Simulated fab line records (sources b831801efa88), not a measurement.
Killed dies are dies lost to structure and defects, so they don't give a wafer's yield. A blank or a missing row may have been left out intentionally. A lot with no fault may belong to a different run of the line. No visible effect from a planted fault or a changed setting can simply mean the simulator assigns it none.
2 desks looking at one fault | flow sky130 | what lay behind the numbers comes last; until then each desk has only its own

## FOR THE TOOL OWNER'S DESK: furnace-02
The tool's own readings at SKY_FIELD_ISO_OXIDATION_01 (stabilise 600 s, purge 300 s, target thk 12 nm): means of the sampled wafers that have a number, for each lot that ran on this tool. A lot is out of limits, marked OUT, if its mean lies more than 4 standard deviations from the usual mean; the brackets give that distance.
Columns: A = spike tc upper C at SKY_FIELD_ISO_OXIDATION_01, usual 899.7 C
lot  | first seen here | A
L896 | day 2 07:08     | 898.8
L903 | day 3 17:07     | 898.6
L908 | day 4 19:44     | 899.1
L910 | day 5 05:26     | 899.5
This desk's verdict: no lot among the 4 shows anything out of limits.

## AT THE METROLOGY DESK
Lot by lot, what the gauges showed, no matter which tool ran the lot: averages of those sampled wafers that carry a number. A lot is out of limits, marked OUT, if its mean lies more than 4 standard deviations from the usual mean; the brackets give that distance.
Columns: A = INCOMING_BOW at SKY_FIELD_ISO_BOW_MEAS_00, usual 1 um; B = FIELD_ISO_OXIDATION_00_THK at SKY_FIELD_ISO_THK_MEAS_02, usual 12.06 nm; C = FIELD_ISO_CVD_03_THK at SKY_FIELD_ISO_THK_MEAS_04, usual 165.1 nm; D = cd nm at SKY_FIELD_ISO_CD_MEAS_13, usual 150.0 nm; E = FIELD_ISO_OXIDATION_01_THK at SKY_FIELD_ISO_THK_MEAS_23, usual 9.97 nm; F = FIELD_ISO_CVD_24_THK at SKY_FIELD_ISO_THK_MEAS_25, usual 594 nm
lot  | first seen here | A  | B     | C     | D     | E     | F
L892 | day 1 10:01     | 5  | 11.99 | 166.3 | 151.0 | 10.02 | 589
L893 | day 1 15:02     | 3  | 11.68 | 162.3 | 149.4 | 9.99  | 591
L896 | day 2 06:04     | 5  | 11.91 | 162.9 | 148.7 | 9.99  | 593
L898 | day 2 16:00     | 2  | 12.18 | 164.6 | 149.3 | 10.05 | 593
L903 | day 3 17:04     | 0  | 12.41 | 165.8 | 148.6 | 9.86  | 591
L908 | day 4 18:00     | -1 | 11.80 | 163.0 | 152.5 | 9.95  | 595
L910 | day 5 04:01     | 4  | 12.21 | 164.0 | 147.3 | 10.08 | 597
This desk's verdict: no lot among the 7 shows anything out of limits.

## BROUGHT TOGETHER
Nothing out of limits was seen by the tool owner's desk.
From the metrology desk's view, nothing was out of limits.

## WHAT THE SIMULATOR HAD INSERTED
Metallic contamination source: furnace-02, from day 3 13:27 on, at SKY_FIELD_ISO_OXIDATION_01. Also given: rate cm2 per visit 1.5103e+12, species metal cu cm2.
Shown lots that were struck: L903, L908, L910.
